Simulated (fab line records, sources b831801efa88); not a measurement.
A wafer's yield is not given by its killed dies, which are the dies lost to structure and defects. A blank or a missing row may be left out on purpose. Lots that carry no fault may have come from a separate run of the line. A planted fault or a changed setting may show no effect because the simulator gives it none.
Which of the tools did it? || flow gf180mcu || 13 lots with 39 wafers sampled at 2 steps, on a route of 602 steps

## WHAT THE GAUGES SHOWED, per wafer
GF_M5_OVL_MEAS_08. Usual: M5_OVL -3 nm, standard deviation 4.7.
{"lot": "L221", "measured": "day 26 02:02", "on": "overlay-02", "M5_OVL (nm)": "5 0 6", "flag": ""}
{"lot": "L224", "measured": "day 27 03:20", "on": "overlay-01", "M5_OVL (nm)": "-1 -1 -5", "flag": ""}
{"lot": "L225", "measured": "day 27 15:22", "on": "overlay-01", "M5_OVL (nm)": "-2 0 -1", "flag": ""}
{"lot": "L226", "measured": "day 27 23:17", "on": "overlay-02", "M5_OVL (nm)": "-3 -3 -2", "flag": ""}
{"lot": "L228", "measured": "day 28 14:05", "on": "overlay-02", "M5_OVL (nm)": "2 -4 3", "flag": ""}
{"lot": "L229", "measured": "day 28 18:53", "on": "overlay-02", "M5_OVL (nm)": "-8 -3 -14", "flag": ""}
{"lot": "L230", "measured": "day 29 05:35", "on": "overlay-01", "M5_OVL (nm)": "-7 -7 -12", "flag": ""}
{"lot": "L236", "measured": "day 31 00:47", "on": "overlay-01", "M5_OVL (nm)": "-13 -9 0", "flag": ""}
{"lot": "L238", "measured": "day 31 15:05", "on": "overlay-01", "M5_OVL (nm)": "-4 -5 -2", "flag": ""}
{"lot": "L239", "measured": "day 31 20:16", "on": "overlay-01", "M5_OVL (nm)": "-4 -5 -4", "flag": ""}
{"lot": "L240", "measured": "day 31 21:23", "on": "overlay-01", "M5_OVL (nm)": "-2 -1 -4", "flag": ""}
{"lot": "L241", "measured": "day 32 04:02", "on": "overlay-02", "M5_OVL (nm)": "-2 1 -8", "flag": ""}
{"lot": "L243", "measured": "day 32 17:49", "on": "overlay-01", "M5_OVL (nm)": "1 6 -2", "flag": ""}

## WHICH TOOL RAN EACH LOT (tool, then ch and the chambers of the sampled wafers, then the start)
{"lot": "L221", "GF_MIM_STRIP_20": "plasma asher-02 ch 0,1, day 25 03:54"}
{"lot": "L224", "GF_MIM_STRIP_20": "plasma asher-02 ch 0,1, day 26 06:02"}
{"lot": "L225", "GF_MIM_STRIP_20": "plasma asher-01 ch 0,1, day 26 19:08"}
{"lot": "L226", "GF_MIM_STRIP_20": "plasma asher-02 ch 0,1, day 27 02:38"}
{"lot": "L228", "GF_MIM_STRIP_20": "plasma asher-02 ch 0,1, day 27 18:20"}
{"lot": "L229", "GF_MIM_STRIP_20": "plasma asher-01 ch 0,1, day 27 22:53"}
{"lot": "L230", "GF_MIM_STRIP_20": "plasma asher-02 ch 0,1, day 28 10:28"}
{"lot": "L236", "GF_MIM_STRIP_20": "plasma asher-01 ch 0,1, day 30 06:35"}
{"lot": "L238", "GF_MIM_STRIP_20": "plasma asher-04 ch 0,1, day 30 21:11"}
{"lot": "L239", "GF_MIM_STRIP_20": "plasma asher-02 ch 0,1, day 31 02:20"}
{"lot": "L240", "GF_MIM_STRIP_20": "plasma asher-01 ch 0, day 31 03:38"}
{"lot": "L241", "GF_MIM_STRIP_20": "plasma asher-02 ch 1, day 31 10:45"}
{"lot": "L243", "GF_MIM_STRIP_20": "plasma asher-01 ch 0,1, day 32 00:35"}
- GF_MIM_STRIP_20: strips in O2/N2.

## WHAT THE TOOLS THEMSELVES READ (means of the sampled wafers that have a number; where no wafer has one, the mark that the record gives instead)
GF_MIM_STRIP_20. Usual: drypump motor current A 5.8 A, standard deviation 0.42; heater power w 303 W, standard deviation 25; oes product au 0.692 a.u., standard deviation 0.0052; strip time to endpoint s 11.22 s, standard deviation 0.042.
{"lot": "L221", "tool": "plasma asher-02", "drypump motor current A (A)": 5.6, "heater power w (W)": 310, "oes product au (a.u.)": 0.690, "strip time to endpoint s (s)": 11.18, "flag": ""}
{"lot": "L224", "tool": "plasma asher-02", "drypump motor current A (A)": 5.7, "heater power w (W)": 316, "oes product au (a.u.)": 0.694, "strip time to endpoint s (s)": 11.20, "flag": ""}
{"lot": "L225", "tool": "plasma asher-01", "drypump motor current A (A)": 5.7, "heater power w (W)": 279, "oes product au (a.u.)": 0.695, "strip time to endpoint s (s)": 11.22, "flag": ""}
{"lot": "L226", "tool": "plasma asher-02", "drypump motor current A (A)": 5.6, "heater power w (W)": 312, "oes product au (a.u.)": 0.694, "strip time to endpoint s (s)": 11.18, "flag": ""}
{"lot": "L228", "tool": "plasma asher-02", "drypump motor current A (A)": 5.6, "heater power w (W)": 315, "oes product au (a.u.)": 0.698, "strip time to endpoint s (s)": 11.24, "flag": ""}
{"lot": "L229", "tool": "plasma asher-01", "drypump motor current A (A)": 6.1, "heater power w (W)": 282, "oes product au (a.u.)": 0.696, "strip time to endpoint s (s)": 11.20, "flag": ""}
{"lot": "L230", "tool": "plasma asher-02", "drypump motor current A (A)": 5.7, "heater power w (W)": 309, "oes product au (a.u.)": 0.692, "strip time to endpoint s (s)": 11.18, "flag": ""}
{"lot": "L236", "tool": "plasma asher-01", "drypump motor current A (A)": 5.7, "heater power w (W)": 283, "oes product au (a.u.)": 0.695, "strip time to endpoint s (s)": 11.20, "flag": ""}
{"lot": "L238", "tool": "plasma asher-04", "drypump motor current A (A)": 5.6, "heater power w (W)": 354, "oes product au (a.u.)": 0.693, "strip time to endpoint s (s)": 11.23, "flag": ""}
{"lot": "L239", "tool": "plasma asher-02", "drypump motor current A (A)": 5.7, "heater power w (W)": 315, "oes product au (a.u.)": 0.695, "strip time to endpoint s (s)": 11.27, "flag": ""}
{"lot": "L240", "tool": "plasma asher-01", "drypump motor current A (A)": 5.4, "heater power w (W)": 281, "oes product au (a.u.)": 0.694, "strip time to endpoint s (s)": 11.18, "flag": ""}
{"lot": "L241", "tool": "plasma asher-02", "drypump motor current A (A)": 5.6, "heater power w (W)": 310, "oes product au (a.u.)": 0.686, "strip time to endpoint s (s)": 11.19, "flag": ""}
{"lot": "L243", "tool": "plasma asher-01", "drypump motor current A (A)": 6.1, "heater power w (W)": 280, "oes product au (a.u.)": 0.698, "strip time to endpoint s (s)": 11.24, "flag": ""}

## THE ANSWER, worked out from the rows above alone
Rule: take the mean of a lot's wafers that have a number; if it is more than 3 standard deviations from the usual mean, the lot is off. Also off: a lot with no number at a reading for which 4 or more lots have one. The other lots that the step has rows for count as sound. After the gauges, taken in route order, come the tools' own readings; for these a lot's mean is taken, as printed above. The first step at which some lot is off is used, and at that step the reading that is off furthest; a lot without a number counts as furthest.
No lot is off on any of the readings shown, so nothing can be concluded from this.

## WHAT WAS PUT IN BY THE SIMULATOR
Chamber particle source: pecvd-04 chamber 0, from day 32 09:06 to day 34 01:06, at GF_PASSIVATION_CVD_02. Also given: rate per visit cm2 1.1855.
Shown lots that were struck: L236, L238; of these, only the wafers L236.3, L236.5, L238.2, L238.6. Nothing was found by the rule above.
